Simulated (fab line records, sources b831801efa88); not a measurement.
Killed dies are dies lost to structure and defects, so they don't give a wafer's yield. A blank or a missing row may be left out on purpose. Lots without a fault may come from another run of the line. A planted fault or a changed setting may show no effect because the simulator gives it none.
fab line records | flow sky130
record lots=6 wafers=18 last_day=50
route steps=708 shown POLY_GATE@233 LDD_N@237 PAD_OPEN@708
lots that met no fault: from a run of the same line without faults
start_h: hours from the record's first day to the start of the lot's first wafer shown | wait_h: hours since the lot's step before | " the same as in the row above | L1.1+2: a row that stands for several wafers | - no value, or no start given | * or withheld: withheld | < > ~ a bound
route shown NAME@n: a module of which the file shows steps, and the number in the route of the first | usual: mean/standard deviation of fault-free wafers | same: alike in all rows | chamber/n: place in a boat | sites: the reading at each site | _std_site: their standard deviation | _edge_site: outer sites' mean less inner sites' | radius_mm: how far each site lies from the wafer's centre | mask NAME#n: copy n | behind: the tool/chamber that last shaped the wafer | hold: why the lot was held/for how many hours/how that ended | device: the transistor (n, p or np) that didn't switch | end of line: the same wafers' tests at the end of the route | a step without rows: its recipe alone | killed: dies lost to structure and defects at the first sort, not the wafer's yield | map: a wafer's dies, x killed, . not, _ none there
set.NAME: the setting as run; set.NAME@STEP: as run at that earlier step | model.NAME: the simulator's own value behind a step, which no gauge read
lots at some steps of the route; a table a step, a row a wafer
services: from which hour (start_h, from the record's first day; less than 0 if before it) a tool's chamber was out of use, for how many hours, and why
## steps
# step SKY_POLY_GATE_CLEAN_19
# recipe chemistry=SC1/SC2 mix=1:4:20 temp_c=70 time_s=150 dry=n2_spin
# step SKY_POLY_GATE_OXIDATION_20
# recipe temp_c=850 ambient=O2 stabilise_s=600 purge_s=300 target_thk_a=40 ox_time_s=899
# step SKY_POLY_GATE_THK_MEAS_21
# recipe reads=SiO2_of_POLY_GATE_OXIDATION_20
# usual POLY_GATE_OXIDATION_THK=4.01/0.072
# columns lot.wafer tool chamber start_h wait_h POLY_GATE_OXIDATION_THK[nm]
L767.1 film_metro-04 - 376.83 0.0 4.02
L767.5 " - " " 3.98
L767.6 " - " " 3.89
L774.1 film_metro-01 - 440.93 0.0 4.10
L774.4 " - " " 4.05
L774.5 " - " " 4.10
L776.2 film_metro-01 - 466.09 0.0 3.96
L776.4 " - " " 3.99
L776.6 " - " " 3.98
L782.4 film_metro-02 - 516.72 0.0 3.92
L782.5 " - " " 3.81
L782.6 " - " " 3.94
L784.1 film_metro-01 - 530.84 0.0 4.00
L784.2 " - " " 4.03
L784.6 " - " " 4.04
L789.2 film_metro-02 - 569.60 0.0 3.93
L789.4 " - " " 4.01
L789.6 " - " " 3.96
# step SKY_POLY_GATE_CD_MEAS_22
# usual cd_nm=151.0/2
# columns lot.wafer tool chamber start_h wait_h cd_nm
L767.1 cd_sem-02 - 376.89 0.1 153.5
L767.5 " - " " 151.4
L767.6 " - " " 149.2
L774.1 cd_sem-02 - 440.99 0.1 154.5
L774.4 " - " " 149.5
L774.5 " - " " 150.2
L776.2 cd_sem-01 - 466.17 0.1 150.5
L776.4 " - " " 150.1
L776.6 " - " " 151.0
L782.4 cd_sem-02 - 516.84 0.1 152.2
L782.5 " - " " 153.2
L782.6 " - " " 151.1
L784.1 cd_sem-01 - 530.90 0.1 152.0
L784.2 " - " " 153.8
L784.6 " - " " 154.6
L789.2 cd_sem-01 - 569.68 0.1 151.3
L789.4 " - " " 150.8
L789.6 " - " " 150.9
# step SKY_LDD_N_DEHYDRATE_00
# recipe temp_c=200 time_s=60
# step SKY_LDD_N_HMDS_01
# recipe prime_time_s=60 prime_temp_c=120
# step SKY_LDD_N_COAT_02
# recipe resist=NOVOLAK spin_rpm=3000 resist_thk_nm=300
# step SKY_LDD_N_SOFTBAKE_03
# recipe temp_c=90 time_s=60 resist=NOVOLAK
# step SKY_LDD_N_EXPOSE_04
# recipe mask_id=NTM target_cd_nm=840 na=0.6 source_shape=conventional sigma_outer=0.6 dose_mj=110
# step SKY_LDD_N_PEB_05
# recipe temp_c=withheld time_s=* resist=NOVOLAK
# step SKY_LDD_N_DEVELOP_06
# recipe develop_time_s=60 dev_temp_c=23
# step SKY_LDD_N_OVL_MEAS_07
# usual LDD_N_OVL=-0.1/1.3
# columns lot.wafer tool chamber start_h wait_h LDD_N_OVL[nm]
L767.1 overlay-01 - 405.44 0.1 -2.8
L767.5 " - " " 0.3
L767.6 " - " " -1.1
L774.1 overlay-01 - 471.89 0.1 0.2
L774.4 " - " " -0.1
L774.5 " - " " 1.6
L776.2 overlay-02 - 497.09 0.1 -0.5
L776.4 " - " " -1.1
L776.6 " - " " -1.2
L782.4 overlay-01 - 547.11 0.1 -0.3
L782.5 " - " " 1.3
L782.6 " - " " 0.5
L784.1 overlay-01 - 561.09 0.1 -0.1
L784.2 " - " " -1.5
L784.6 " - " " 0.3
L789.2 overlay-02 - 599.20 0.1 1.2
L789.4 " - " " 1.4
L789.6 " - " " 0.3
# step SKY_LDD_N_IMPLANT_08
# recipe species=As energy_kev=20 dose_cm2=7.5e+13 tilt_deg=withheld rotation_deg=23
# usual rotation_deg=22.993/0.021
# columns lot.wafer tool chamber start_h wait_h rotation_deg
L767.1 implanter-03 0 405.48 0.0 23.010
L767.5 " 0 " " 23.002
L767.6 " 0 " " 22.999
L774.1 implanter-01 0 471.93 0.0 229.77
L774.4 " 0 " " 229.74
L774.5 " 0 " " 229.72
L776.2 implanter-01 0 497.15 0.0 229.76
L776.4 " 0 " " 229.75
L776.6 " 0 " " 229.75
L782.4 implanter-01 0 547.20 0.1 23.009
L782.5 " 0 " " 23.010
L782.6 " 0 " " 22.991
L784.1 implanter-01 0 561.13 0.0 22.990
L784.2 " 0 " " 22.970
L784.6 " 0 " " 22.968
L789.2 implanter-02 0 599.26 0.0 22.998
L789.4 " 0 " " 23.016
L789.6 " 0 " " 23.017
# step SKY_LDD_N_IMPLANT_09
# recipe species=As energy_kev=20 dose_cm2=7.5e+13 tilt_deg=withheld rotation_deg=113
# step SKY_PAD_OPEN_PROBE_99
# usual killed_at_M0_to_M3=43/7.3 killed_at_M4_up=3.1/1.8 killed_at_contacts=24/5.4 killed_at_front_end=15/4.1 killed_at_other=0.2/0.52 killed_dies=86/10 killed_on_rim=17/4.1 killed_open=47/7.3 killed_short=39/6.4
# same gross_dies=492 killed_at_back_side=0
# columns lot.wafer tool chamber start_h wait_h killed_at_M0_to_M3 killed_at_M4_up killed_at_contacts killed_at_front_end killed_at_other killed_dies killed_on_rim killed_open killed_short model.etest.nfet_01v8_lvt.vt_sat_v model.etest.nfet_01v8.vt_sat_v model.etest.sram_nfet_pass.vt_sat_v
L767.1 prober-02 - 1077.77 0.1 38 5 20 18 0 81 19 46 35 0.5302 0.6374 0.535
L767.5 prober-02 - 1077.97 0.2 40 6 26 12 0 84 15 37 47 0.524 0.6363 0.5499
L767.6 prober-02 - 1078.02 0.2 44 2 28 15 0 89 16 53 36 0.5299 0.6402 0.5602
L774.1 prober-01 - 1121.55 0.1 46 1 21 7 1 76 18 45 30 0.5734 0.6768 0.5638
L774.4 prober-01 - 1121.70 0.2 44 5 19 12 0 80 16 34 46 0.5712 0.6684 0.5584
L774.5 prober-01 - 1121.75 0.2 38 5 11 14 0 68 14 40 28 0.57 0.677 0.5586
L776.2 prober-01 - 1137.35 0.1 55 4 23 17 0 99 26 58 41 0.5584 0.6651 0.5438
L776.4 prober-01 - 1137.45 0.2 39 8 24 15 0 86 17 45 41 0.5602 0.6642 0.543
L776.6 prober-01 - 1137.55 0.2 37 3 24 15 0 79 13 44 35 0.571 0.6689 0.5595
L782.4 prober-01 - 1168.87 0.2 34 3 19 15 0 71 10 39 32 0.5531 0.6667 0.5609
L782.5 prober-01 - 1168.92 0.2 55 5 24 14 0 98 25 52 46 0.5491 0.6628 0.5704
L782.6 prober-01 - 1168.97 0.2 43 2 25 11 1 82 14 47 35 0.5473 0.6624 0.5438
L784.1 prober-02 - 1175.61 0.1 44 1 33 16 0 94 26 52 42 0.5384 0.6461 0.5398
L784.2 prober-02 - 1175.66 0.1 53 2 21 14 0 90 18 53 37 0.5468 0.6534 0.5267
L784.6 prober-02 - 1175.86 0.2 38 5 18 12 0 73 17 46 27 0.5471 0.6515 0.5406
L789.2 prober-02 - 1195.56 0.1 41 1 21 9 2 74 14 36 38 0.5356 0.6441 0.5392
L789.4 prober-02 - 1195.66 0.2 42 2 19 9 0 72 20 39 33 0.5341 0.6411 0.5513
L789.6 prober-02 - 1195.76 0.2 40 3 28 14 0 85 16 47 38 0.5356 0.6384 0.5322
# killed by level:class
L767.1 CONTACT:geometric_particle:short=7 VIA3:geometric_particle:open=7 VIA1:geometric_particle:open=7 POLY_GATE:geometric_particle:open=6 CONTACT:geometric_particle:open=6 METAL1:geometric_particle:short=5 VIA2:geometric_particle:open=5 FIELD_ISO:geometric_particle:open=4
L767.5 CONTACT:geometric_particle:short=8 VIA1:geometric_particle:open=8 CONTACT:geometric_particle:open=7 METAL2:geometric_particle:short=6 METAL4:geometric_particle:short=6 LI_CONTACT:geometric_particle:short=5 METAL1:geometric_particle:short=5 VIA2:geometric_particle:open=5
L767.6 CONTACT:geometric_particle:open=11 VIA2:geometric_particle:open=9 METAL1:geometric_particle:short=9 LI_CONTACT:geometric_particle:open=8 VIA3:geometric_particle:open=7 VIA1:geometric_particle:open=6 LOCAL_INTERCONNECT:geometric_particle:short=5 VIA3:geometric_particle:short=5
L774.1 CONTACT:geometric_particle:open=12 VIA1:geometric_particle:open=9 LI_CONTACT:geometric_particle:open=6 VIA1:geometric_particle:short=6 METAL2:geometric_particle:short=5 VIA2:geometric_particle:open=5 METAL3:geometric_particle:short=4 VIA3:geometric_particle:open=4
L774.4 VIA1:geometric_particle:open=13 POLY_GATE:geometric_particle:short=6 VIA1:geometric_particle:short=6 LOCAL_INTERCONNECT:geometric_particle:short=5 CONTACT:geometric_particle:open=5 VIA3:geometric_particle:open=5 LI_CONTACT:geometric_particle:open=4 METAL1:geometric_particle:short=4
L774.5 VIA1:geometric_particle:open=9 VIA3:geometric_particle:open=9 VIA2:geometric_particle:open=6 VIA3:geometric_particle:short=5 LI_CONTACT:geometric_particle:open=5 CONTACT:geometric_particle:open=4 METAL4:geometric_particle:short=4 FIELD_ISO:geometric_particle:short=3
L776.2 VIA1:geometric_particle:open=11 CONTACT:geometric_particle:open=8 VIA3:geometric_particle:open=8 METAL2:geometric_particle:short=7 VIA2:geometric_particle:open=7 POLY_GATE:geometric_particle:open=6 LI_CONTACT:geometric_particle:open=6 FIELD_ISO:geometric_particle:open=4
L776.4 VIA1:geometric_particle:open=11 CONTACT:geometric_particle:open=9 METAL4:geometric_particle:short=7 CONTACT:geometric_particle:short=7 FIELD_ISO:geometric_particle:open=6 LI_CONTACT:geometric_particle:open=6 METAL2:geometric_particle:short=6 VIA1:geometric_particle:short=5
L776.6 VIA1:geometric_particle:open=10 CONTACT:geometric_particle:open=7 LI_CONTACT:geometric_particle:open=6 METAL1:geometric_particle:short=5 VIA3:geometric_particle:open=5 FIELD_ISO:geometric_particle:open=4 CONTACT:geometric_particle:short=4 VIA1:geometric_particle:short=4
L782.4 CONTACT:geometric_particle:open=8 VIA2:geometric_particle:open=7 VIA1:geometric_particle:open=7 FIELD_ISO:geometric_particle:short=6 LI_CONTACT:geometric_particle:open=6 VIA1:geometric_particle:short=4 METAL2:geometric_particle:short=4 VIA3:geometric_particle:open=4
L782.5 VIA1:geometric_particle:open=13 CONTACT:geometric_particle:open=9 METAL1:geometric_particle:short=7 VIA1:geometric_particle:short=7 VIA3:geometric_particle:open=7 LI_CONTACT:geometric_particle:open=6 VIA3:geometric_particle:short=6 CONTACT:geometric_particle:short=5
L782.6 VIA1:geometric_particle:open=10 VIA2:geometric_particle:open=10 CONTACT:geometric_particle:open=6 LI_CONTACT:geometric_particle:open=5 LOCAL_INTERCONNECT:geometric_particle:short=5 CONTACT:geometric_particle:short=5 FIELD_ISO:geometric_particle:short=3 FIELD_ISO:geometric_particle:open=3
L784.1 CONTACT:geometric_particle:open=14 VIA3:geometric_particle:open=10 VIA1:geometric_particle:open=8 LI_CONTACT:geometric_particle:open=7 METAL2:geometric_particle:short=6 METAL1:geometric_particle:short=5 FIELD_ISO:geometric_particle:short=4 POLY_GATE:geometric_particle:open=4
L784.2 VIA1:geometric_particle:open=13 LI_CONTACT:geometric_particle:open=6 METAL1:geometric_particle:short=6 VIA1:geometric_particle:short=6 VIA2:geometric_particle:open=6 VIA3:geometric_particle:open=6 POLY_GATE:geometric_particle:open=5 CONTACT:geometric_particle:open=5
L784.6 VIA1:geometric_particle:open=12 CONTACT:geometric_particle:open=7 VIA3:geometric_particle:open=7 LOCAL_INTERCONNECT:geometric_particle:short=4 LI_CONTACT:geometric_particle:open=4 VIA2:geometric_particle:open=4 FIELD_ISO:geometric_particle:short=3 METAL1:geometric_particle:short=3
L789.2 LI_CONTACT:geometric_particle:open=9 CONTACT:geometric_particle:open=8 METAL1:geometric_particle:short=8 VIA1:geometric_particle:open=5 VIA1:geometric_particle:short=5 METAL3:geometric_particle:short=5 FIELD_ISO:geometric_particle:short=3 VIA3:geometric_particle:open=3
L789.4 VIA2:geometric_particle:open=10 VIA1:geometric_particle:open=9 CONTACT:geometric_particle:open=6 METAL2:geometric_particle:short=6 METAL3:geometric_particle:short=4 FIELD_ISO:geometric_particle:short=4 VIA2:geometric_particle:short=4 CONTACT:geometric_particle:short=4
L789.6 CONTACT:geometric_particle:open=12 VIA2:geometric_particle:open=10 LI_CONTACT:geometric_particle:open=7 VIA1:geometric_particle:open=7 CONTACT:geometric_particle:short=5 METAL2:geometric_particle:short=5 FIELD_ISO:geometric_particle:short=4 METAL1:geometric_particle:short=4
## services
# columns tool chamber start_h hours kind
implanter-02 - 394.73 6.7 pm
implanter-03 - 420.01 2.3 repair
implanter-01 - 456.49 6.4 repair
implanter-03 - 461.44 5.3 pm
implanter-02 - 510.49 1.0 repair
implanter-01 - 522.30 2.5 repair
implanter-02 - 539.66 1.3 repair
implanter-03 - 543.57 42.0 pm
## key
first_sign step=SKY_LDD_N_IMPLANT_08 reading=rotation_deg direction=up sigmas=99+ usual=22.993 struck=229.75
effect none on later readings
model_effect step=SKY_PAD_OPEN_PROBE_99 value=etest.nfet_01v8_lvt.vt_sat_v without=0.532 struck=0.5674
met_at SKY_LDD_N_IMPLANT_08
struck_wafers L774.1,L774.4,L774.5,L776.2,L776.4,L776.6
tester_left_out L774,L776
fault kind=process_parameter_drift tool=implanter-01 chamber=- onset_h=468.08 steps=SKY_LDD_N_IMPLANT_08 channel=rotation_deg offset=206.76 shape=step end_h=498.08 acts_in=these_recipes_only stated=23
# tester_left_out: of these lots the tester's yield and bins aren't shown, on N5 and GAA mostly nor the transistor test; their killed dies are dies lost to structure and defects alone, not to doping, threshold or leakage, so they don't give the yield
